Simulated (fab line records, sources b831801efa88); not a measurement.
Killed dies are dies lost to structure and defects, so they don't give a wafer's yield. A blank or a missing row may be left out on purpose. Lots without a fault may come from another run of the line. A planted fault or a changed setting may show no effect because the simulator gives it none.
fab line records | flow sky130
record lots=11 wafers=33 last_day=50
route steps=708 shown POLY_CUT@317 SD_N@346 LI_CONTACT@376 PAD_OPEN@708
lots that met no fault: from a run of the same line without faults
start_h: hours from the record's first day to the start of the lot's first wafer shown | wait_h: hours since the lot's step before | " the same as in the row above | L1.1+2: a row that stands for several wafers | - no value, or no start given | * or withheld: withheld | < > ~ a bound
route shown NAME@n: a module of which the file shows steps, and the number in the route of the first | usual: mean/standard deviation of fault-free wafers | same: alike in all rows | chamber/n: place in a boat | sites: the reading at each site | _std_site: their standard deviation | _edge_site: outer sites' mean less inner sites' | radius_mm: how far each site lies from the wafer's centre | mask NAME#n: copy n | behind: the tool/chamber that last shaped the wafer | hold: why the lot was held/for how many hours/how that ended | device: the transistor (n, p or np) that didn't switch | end of line: the same wafers' tests at the end of the route | a step without rows: its recipe alone | killed: dies lost to structure and defects at the first sort, not the wafer's yield | map: a wafer's dies, x killed, . not, _ none there
set.NAME: the setting as run; set.NAME@STEP: as run at that earlier step | model.NAME: the simulator's own value behind a step, which no gauge read
steps of the route over a sample of lots; a table a step, a row a wafer
services: from which hour (start_h, from the record's first day; less than 0 if before it) a tool's chamber was out of use, for how many hours, and why
## steps
# step SKY_POLY_CUT_ETCH_10
# recipe chemistry=N2/H2 target=BARC ion_energy_ev=200 source_w=500 bias_w=100 pressure_mtorr=30 n2_flow_sccm=100 h2_flow_sccm=200 stop_on=SiO2 time_s=45.9 target_depth_a=600
# usual drypump_motor_current_A=5.5/0.48 oes_product_au=0.854/0.0045 throttle_valve_pct=13.226/0.009
# columns lot.wafer tool chamber start_h wait_h drypump_motor_current_A oes_product_au rf_hours_counter_h throttle_valve_pct
L507.1 rie_diel-04 1 566.91 0.0 5.4 0.853 81 13.222
L507.3 " 0 " " 5.8 0.855 13 13.218
L507.4 " 3 " " 5.3 0.853 64 13.229
L508.3 rie_diel-02 3 580.21 0.0 5.9 0.862 60 13.222
L508.4 " 2 " " 6.4 0.849 9 13.241
L508.6 " 2 " " 6.4 0.858 - 13.225
L509.3 rie_diel-02 0 583.20 0.0 5.2 0.857 23 13.228
L509.4 " 2 " " 6.4 0.848 9 13.228
L509.6 " 1 " " 4.9 0.857 - 13.240
L510.4 rie_diel-04 2 583.57 0.0 5.1 0.848 - 13.229
L510.5 " 0 " " 5.7 0.860 - 13.208
L510.6 " 3 " " 5.3 0.851 - 13.216
L511.4 rie_diel-02 0 595.18 0.0 5.2 0.859 23 13.227
L511.5 " 0 " " 5.2 0.857 - 13.229
L511.6 " 1 " " 4.9 0.854 - 13.235
L512.2 rie_diel-02 2 612.16 0.0 6.4 0.856 9 13.238
L512.4 " 1 " " 4.9 0.856 11 13.228
L512.6 " 0 " " 5.2 0.865 - 13.236
L517.1 rie_diel-04 2 651.13 0.0 5.1 0.856 11 13.189
L517.3 " 1 " " 5.4 0.851 - 13.207
L517.5 " 1 " " 5.4 0.850 - 13.216
L526.1 rie_diel-02 2 715.23 0.0 6.4 0.851 11 13.213
L526.4 " 3 " " 5.9 0.853 1 13.217
L526.6 " 1 " " 4.9 0.851 - 13.225
L527.1 rie_diel-01 2 724.23 0.0 5.5 0.855 9 13.221
L527.4 " 2 " " 5.4 0.865 - 13.232
L527.6 " 1 " " 6.1 0.864 - 13.237
L528.1 rie_diel-02 0 746.40 0.0 5.2 0.849 26 13.229
L528.3 " 1 " " 4.9 0.857 13 13.229
L528.6 " 2 " " 6.4 0.856 - 13.218
L530.2 rie_diel-02 2 746.96 0.0 6.4 0.852 12 13.215
L530.3 " 0 " " 5.2 0.852 26 13.223
L530.5 " 1 " " 4.9 0.861 - 13.221
# step SKY_POLY_CUT_ETCH_11
# recipe target=Si3N4 chemistry=CF4/CH2F2/Ar stop_on=poly-Si source_w=600 bias_w=150 pressure_mtorr=40 cf4_flow_sccm=40 ch2f2_flow_sccm=20 Ar_flow_sccm=150 time_s=42.5 target_depth_a=600
# usual ch2f2_flow_sccm=19.99/0.061 drypump_motor_current_A=5.5/0.48 oes_product_au=0.830/0.0064 throttle_valve_pct=14.994/0.01
# columns lot.wafer tool chamber start_h wait_h ch2f2_flow_sccm drypump_motor_current_A oes_product_au rf_hours_counter_h throttle_valve_pct
L507.1 rie_diel-04 1 566.95 0.0 19.97 5.4 0.830 81 15.009
L507.3 " 0 " " 20.03 5.8 0.840 13 15.012
L507.4 " 3 " " 20.01 5.3 0.832 64 14.987
L508.3 rie_diel-02 3 580.25 0.0 19.92 5.9 0.839 60 15.001
L508.4 " 2 " " 19.99 6.4 0.823 9 15.003
L508.6 " 2 " " 20.03 6.4 0.827 - 14.986
L509.3 rie_diel-02 0 583.24 0.0 19.95 5.2 0.835 23 14.999
L509.4 " 2 " " 20.02 6.4 0.840 9 14.991
L509.6 " 1 " " 20.09 4.9 0.829 - 15.015
L510.4 rie_diel-04 2 583.61 0.0 19.91 5.1 0.818 - 15.003
L510.5 " 0 " " 20.03 5.7 0.841 - 15.011
L510.6 " 3 " " 20.04 5.3 0.832 - 14.996
L511.4 rie_diel-02 0 595.23 0.0 20.07 5.2 0.825 23 14.975
L511.5 " 0 " " 19.93 5.2 0.823 - 14.998
L511.6 " 1 " " 19.99 4.9 0.812 - 14.991
L512.2 rie_diel-02 2 612.20 0.0 19.99 6.4 0.828 9 14.994
L512.4 " 1 " " 20.07 4.9 0.835 11 14.996
L512.6 " 0 " " 20.04 5.2 0.827 - 14.985
L517.1 rie_diel-04 2 651.20 0.0 19.96 5.1 0.833 11 14.979
L517.3 " 1 " " 19.90 5.4 0.828 - 14.979
L517.5 " 1 " " 19.94 5.4 0.839 - 14.996
L526.1 rie_diel-02 2 715.28 0.0 19.91 6.4 0.834 11 14.990
L526.4 " 3 " " 20.00 5.9 0.830 1 15.004
L526.6 " 1 " " 20.00 4.9 0.841 - 14.991
L527.1 rie_diel-01 2 724.28 0.0 19.96 5.5 0.822 9 14.990
L527.4 " 2 " " 20.02 5.4 0.828 - 14.993
L527.6 " 1 " " 19.97 6.1 0.833 - 14.978
L528.1 rie_diel-02 0 746.44 0.0 19.94 5.2 0.833 26 15.003
L528.3 " 1 " " 19.95 4.9 0.823 13 14.975
L528.6 " 2 " " 19.91 6.4 0.839 - 15.000
L530.2 rie_diel-02 2 747.00 0.0 19.97 6.4 0.823 12 14.968
L530.3 " 0 " " 19.96 5.2 0.831 26 14.996
L530.5 " 1 " " 19.90 4.9 0.823 - 14.975
# step SKY_SD_N_EXPOSE_04
# recipe mask_id=NSDM na=0.6 source_shape=conventional sigma_outer=0.6 polarization=unpolarized target_cd_nm=380 dose_mj=141
# columns lot.wafer tool chamber start_h wait_h mask
L507.1+3+4 iline_stepper-01 0 639.65 - NSDM#0
L508.3+4+6 iline_stepper-02 0 654.55 - NSDM#0
L509.3+4+6 iline_stepper-02 0 655.62 - NSDM#0
L510.4+5+6 iline_stepper-01 0 657.02 - NSDM#0
L511.4+5+6 iline_stepper-01 0 667.84 - URPM#0
L512.2+4+6 iline_stepper-02 0 682.78 - NSDM#0
L517.1+3+5 iline_stepper-02 0 721.10 - NSDM#0
L526.1+4+6 iline_stepper-01 0 783.49 - NSDM#0
L527.1+4+6 iline_stepper-02 0 792.58 - NSDM#0
L528.1+3+6 iline_stepper-01 0 813.81 - NSDM#0
L530.2+3+5 iline_stepper-01 0 814.38 - NSDM#0
# step SKY_SD_N_CD_MEAS_07
# recipe target_cd_nm=380
# usual cd_nm=379.8/2.7
# columns lot.wafer tool chamber start_h wait_h cd_nm
L507.1 cd_sem-02 - 653.78 0.1 382.1
L507.3 " - " " 380.7
L507.4 " - " " 381.5
L508.3 cd_sem-02 - 668.12 0.1 373.1
L508.4 " - " " 375.5
L508.6 " - " " 373.3
L509.3 cd_sem-01 - 669.44 0.1 377.5
L509.4 " - " " 375.2
L509.6 " - " " 377.5
L510.4 cd_sem-02 - 670.75 0.1 378.6
L510.5 " - " " 378.6
L510.6 " - " " 379.8
L511.4 cd_sem-01 - 682.00 0.1 -
L511.5 " - " " -
L511.6 " - " " -
L512.2 cd_sem-02 - 696.56 0.1 380.7
L512.4 " - " " 380.0
L512.6 " - " " 380.0
L517.1 cd_sem-01 - 734.88 0.1 380.7
L517.3 " - " " 378.9
L517.5 " - " " 381.6
L526.1 cd_sem-02 - 796.78 0.1 375.2
L526.4 " - " " 376.5
L526.6 " - " " 378.1
L527.1 cd_sem-02 - 805.54 0.1 381.9
L527.4 " - " " 379.4
L527.6 " - " " 380.9
L528.1 cd_sem-01 - 827.59 0.1 383.6
L528.3 " - " " 380.1
L528.6 " - " " 380.5
L530.2 cd_sem-01 - 828.51 0.1 386.0
L530.3 " - " " 387.1
L530.5 " - " " 387.7
# step SKY_SD_N_TW_MEAS_12
# usual SD_N_TW=3970/32
# columns lot.wafer tool chamber start_h wait_h hold SD_N_TW
L507.1 film_metro-03 - 654.34 0.1 - 4001
L507.3 " - " " - 3980
L507.4 " - " " - 3992
L508.3 film_metro-02 - 668.66 0.1 - 3989
L508.4 " - " " - 4002
L508.6 " - " " - 3980
L509.3 film_metro-04 - 669.98 0.1 - 3970
L509.4 " - " " - 4000
L509.6 " - " " - 3988
L510.4 film_metro-04 - 671.28 0.1 - 3996
L510.5 " - " " - 4024
L510.6 " - " " - 4004
L511.4 film_metro-02 - 682.53 0.1 await_dispo/0.2h/release 30
L511.5 " - " " await_dispo/0.2h/release 29
L511.6 " - " " await_dispo/0.2h/release 29
L511.4 film_metro-02 - 682.81 0.3 - 30
L511.5 " - " " - 29
L511.6 " - " " - 29
L512.2 film_metro-04 - 697.11 0.1 - 4008
L512.4 " - " " - 3998
L512.6 " - " " - 3998
L517.1 film_metro-04 - 735.47 0.1 - 3949
L517.3 " - " " - 3968
L517.5 " - " " - 3951
L526.1 film_metro-03 - 797.41 0.1 - 3997
L526.4 " - " " - 3974
L526.6 " - " " - 3955
L527.1 film_metro-03 - 806.10 0.1 - 3972
L527.4 " - " " - 3965
L527.6 " - " " - 3931
L528.1 film_metro-03 - 828.15 0.1 - 4002
L528.3 " - " " - 4019
L528.6 " - " " - 3992
L530.2 film_metro-03 - 829.06 0.1 - 4020
L530.3 " - " " - 4004
L530.5 " - " " - 3996
# step SKY_LI_CONTACT_ETCH_14
# recipe chemistry=N2/H2 target=BARC ion_energy_ev=200 source_w=500 bias_w=100 pressure_mtorr=30 n2_flow_sccm=100 h2_flow_sccm=200 stop_on=SiO2 time_s=45.9 target_depth_a=600
# usual drypump_motor_current_A=5.7/0.51 oes_product_au=0.854/0.0044 throttle_valve_pct=13.224/0.0087
# columns lot.wafer tool chamber start_h wait_h drypump_motor_current_A oes_product_au rf_hours_counter_h throttle_valve_pct
L507.1 rie_diel-03 3 683.45 0.0 6.4 0.856 50 13.220
L507.3 " 1 " " 6.0 0.855 30 13.222
L507.4 " 0 " " 5.3 0.859 16 13.210
L508.3 rie_diel-01 3 698.20 0.0 6.0 0.858 6 13.223
L508.4 " 0 " " 5.5 0.854 39 13.217
L508.6 " 3 " " 6.0 0.847 - 13.242
L509.3 rie_diel-03 3 699.80 0.0 6.4 0.855 50 13.218
L509.4 " 2 " " 5.8 0.856 - 13.228
L509.6 " 0 " " 5.3 0.854 - 13.226
L510.4 rie_diel-03 3 700.97 0.0 6.4 0.861 - 13.211
L510.5 " 2 " " 5.9 0.863 - 13.208
L510.6 " 0 " " 5.2 0.852 - 13.228
L512.2 rie_diel-02 0 724.75 0.0 5.2 0.853 25 13.236
L512.4 " 1 " " 4.9 0.844 13 13.229
L512.6 " 1 " " 4.9 0.853 - 13.223
L517.1 rie_diel-03 3 764.43 0.0 6.4 0.855 1 13.213
L517.3 " 1 " " 6.0 0.854 33 13.229
L517.5 " 2 " " 5.8 0.854 - 13.224
L526.1 rie_diel-02 1 824.46 0.0 4.9 0.860 15 13.228
L526.4 " 2 " " 6.4 0.855 14 13.216
L526.6 " 2 " " 6.4 0.855 - 13.215
L527.1 rie_diel-01 2 833.59 0.0 5.5 0.856 12 13.221
L527.4 " 0 " " 5.5 0.853 1 13.230
L527.6 " 2 " " 5.5 0.852 - 13.220
L528.1 rie_diel-02 3 855.79 0.0 5.9 0.852 4 13.233
L528.3 " 1 " " 4.9 0.858 16 13.216
L528.6 " 3 " " 5.9 0.857 - 13.224
L530.2 rie_diel-03 0 856.74 0.0 5.3 0.855 22 13.233
L530.3 " 2 " " 5.8 0.852 7 13.214
L530.5 " 0 " " 5.3 0.854 - 13.226
# step SKY_PAD_OPEN_PROBE_99
# usual defect_limited_yield=82.5/1.8 killed_at_M0_to_M3=43/6.6 killed_at_M4_up=2.9/1.8 killed_at_contacts=25/5.3 killed_at_front_end=15/4.1 killed_at_other=0.3/0.6 killed_dies=86/8.8 killed_open=47/6.7 killed_short=39/6.2 sort_bin_3_pad_short=0.9/0.44 sort_bin_5_function=10.3/1.6 sort_bin_6_memory=6.3/1 sort_n_pass=406/8.8 sort_yield_pct=82.5/1.8
# same gross_dies=492 killed_at_back_side=0 sort_bin_4_leakage[%]=0 sort_bin_8_speed[%]=0
# columns lot.wafer tool chamber start_h wait_h defect_limited_yield[%] killed_at_M0_to_M3 killed_at_M4_up killed_at_contacts killed_at_front_end killed_at_other killed_dies killed_open killed_short sort_bin_3_pad_short[%] sort_bin_5_function[%] sort_bin_6_memory[%] sort_n_pass sort_yield_pct[%]
L507.1 prober-01 - 1080.28 0.1 84.6 42 0 23 11 0 76 44 32 0.6 10.0 4.9 416 84.6
L507.3 prober-01 - 1080.38 0.2 84.6 36 3 22 15 0 76 44 32 0.2 8.9 6.3 416 84.6
L507.4 prober-01 - 1080.43 0.2 83.7 39 1 22 18 0 80 43 37 0.6 8.7 6.9 412 83.7
L526.1 prober-01 - 1180.08 0.1 83.1 36 7 25 15 0 83 57 24 0.2 10.6 6.1 409 83.1
L526.4 prober-01 - 1180.23 0.2 83.1 39 3 25 16 0 83 48 35 1.0 8.9 6.9 409 83.1
L526.6 prober-01 - 1180.33 0.2 82.1 46 1 18 23 0 88 46 42 1.2 9.8 6.9 404 82.1
L528.1 prober-01 - 1199.09 0.1 80.9 45 4 24 20 1 94 55 38 1.6 10.4 7.1 398 80.9
L528.3 prober-01 - 1199.19 0.2 80.7 52 4 22 17 0 95 50 45 1.2 10.8 7.3 397 80.7
L528.6 prober-01 - 1199.34 0.2 82.3 42 0 30 14 1 87 54 32 0.8 11.8 5.1 405 82.3
# killed by level:class
L507.1 CONTACT:geometric_particle:open=11 VIA1:geometric_particle:open=10 METAL2:geometric_particle:short=9 VIA3:geometric_particle:open=5 LI_CONTACT:geometric_particle:open=4 VIA2:geometric_particle:open=4 FIELD_ISO:geometric_particle:short=3 FIELD_ISO:geometric_particle:open=3
L507.3 VIA1:geometric_particle:open=8 CONTACT:geometric_particle:open=7 LI_CONTACT:geometric_particle:open=7 METAL2:geometric_particle:short=6 VIA1:geometric_particle:short=6 FIELD_ISO:geometric_particle:open=5 CONTACT:geometric_particle:short=4 VIA3:geometric_particle:open=4
L507.4 VIA1:geometric_particle:open=9 VIA2:geometric_particle:open=9 CONTACT:geometric_particle:open=7 POLY_GATE:geometric_particle:short=6 METAL1:geometric_particle:short=5 LOCAL_INTERCONNECT:geometric_particle:short=5 FIELD_ISO:geometric_particle:open=4 POLY_GATE:geometric_particle:open=4
L526.1 VIA1:geometric_particle:open=14 CONTACT:geometric_particle:open=9 LI_CONTACT:geometric_particle:open=7 POLY_GATE:geometric_particle:short=5 VIA3:geometric_particle:open=5 METAL2:geometric_particle:short=5 VIA2:geometric_particle:open=5 LI_CONTACT:geometric_particle:short=4
L526.4 LI_CONTACT:geometric_particle:open=9 VIA2:geometric_particle:open=9 CONTACT:geometric_particle:open=8 VIA1:geometric_particle:open=7 FIELD_ISO:geometric_particle:short=5 VIA1:geometric_particle:short=4 POLY_GATE:geometric_particle:open=4 METAL1:geometric_particle:short=4
L526.6 POLY_GATE:geometric_particle:open=8 VIA3:geometric_particle:open=8 METAL1:geometric_particle:short=8 LI_CONTACT:geometric_particle:open=7 VIA1:geometric_particle:open=7 POLY_GATE:geometric_particle:short=6 METAL3:geometric_particle:short=6 FIELD_ISO:geometric_particle:open=5
L528.1 VIA1:geometric_particle:open=13 VIA3:geometric_particle:open=10 CONTACT:geometric_particle:open=9 VIA2:geometric_particle:open=9 LOCAL_INTERCONNECT:geometric_particle:short=6 POLY_GATE:geometric_particle:open=5 CONTACT:geometric_particle:short=5 METAL1:geometric_particle:short=5
L528.3 VIA1:geometric_particle:open=12 VIA2:geometric_particle:open=9 VIA3:geometric_particle:open=8 FIELD_ISO:geometric_particle:short=6 LOCAL_INTERCONNECT:geometric_particle:short=6 CONTACT:geometric_particle:open=6 METAL2:geometric_particle:short=6 METAL1:geometric_particle:short=5
L528.6 VIA1:geometric_particle:open=14 CONTACT:geometric_particle:open=9 LI_CONTACT:geometric_particle:open=8 LOCAL_INTERCONNECT:geometric_particle:short=7 VIA3:geometric_particle:open=7 VIA2:geometric_particle:open=6 CONTACT:geometric_particle:short=5 FIELD_ISO:geometric_particle:short=3
## services
# columns tool chamber start_h hours kind
iline_stepper-01 - 561.42 10.8 repair
rie_diel-03 0 581.46 13.5 repair
rie_diel-03 2 597.93 1.5 repair
iline_stepper-02 - 634.70 11.0 repair
rie_diel-04 0 649.03 4.5 repair
iline_stepper-01 - 654.55 1.7 pm
rie_diel-03 2 655.94 2.7 repair
rie_diel-03 3 658.13 8.8 repair
rie_diel-04 1 671.67 9.0 repair
rie_diel-04 - 686.75 0.8 repair
rie_diel-03 - 688.92 0.5 repair
iline_stepper-02 - 691.62 0.8 repair
rie_diel-03 3 695.44 2.1 repair
rie_diel-02 0 695.64 15.5 repair
rie_diel-03 1 696.55 6.1 repair
iline_stepper-02 - 702.91 3.6 repair
iline_stepper-01 - 710.98 6.9 repair
iline_stepper-01 - 726.57 8.9 pm
rie_diel-04 - 737.98 2.8 pm
rie_diel-02 1 786.88 5.9 repair
rie_diel-02 3 800.16 17.5 repair
rie_diel-04 - 814.09 2.4 repair
rie_diel-04 2 824.43 4.9 repair
rie_diel-02 2 852.59 4.1 repair
## key
first_sign step=SKY_SD_N_EXPOSE_04 reading=mask direction=changed
effect step=SKY_SD_N_CD_MEAS_07 reading=cd_nm direction=missing
effect step=SKY_SD_N_TW_MEAS_12 reading=visit direction=added
effect step=SKY_SD_N_TW_MEAS_12 reading=SD_N_TW direction=down sigmas=99+ usual=3970 struck=29
met_at SKY_SD_N_EXPOSE_04
struck_lots L511
scrapped_behind SKY_SD_N_TW_MEAS_12 L511.4,L511.5,L511.6
not_acting_at SKY_POLY_CUT_ETCH_10,SKY_POLY_CUT_ETCH_11,SKY_LI_CONTACT_ETCH_14
onset_between 657.02 667.84
fault kind=wrong_mask tool=any chamber=- onset_h=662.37 steps=SKY_SD_N_EXPOSE_04 aux_copy=URPM#0 scope=struck_lots_only
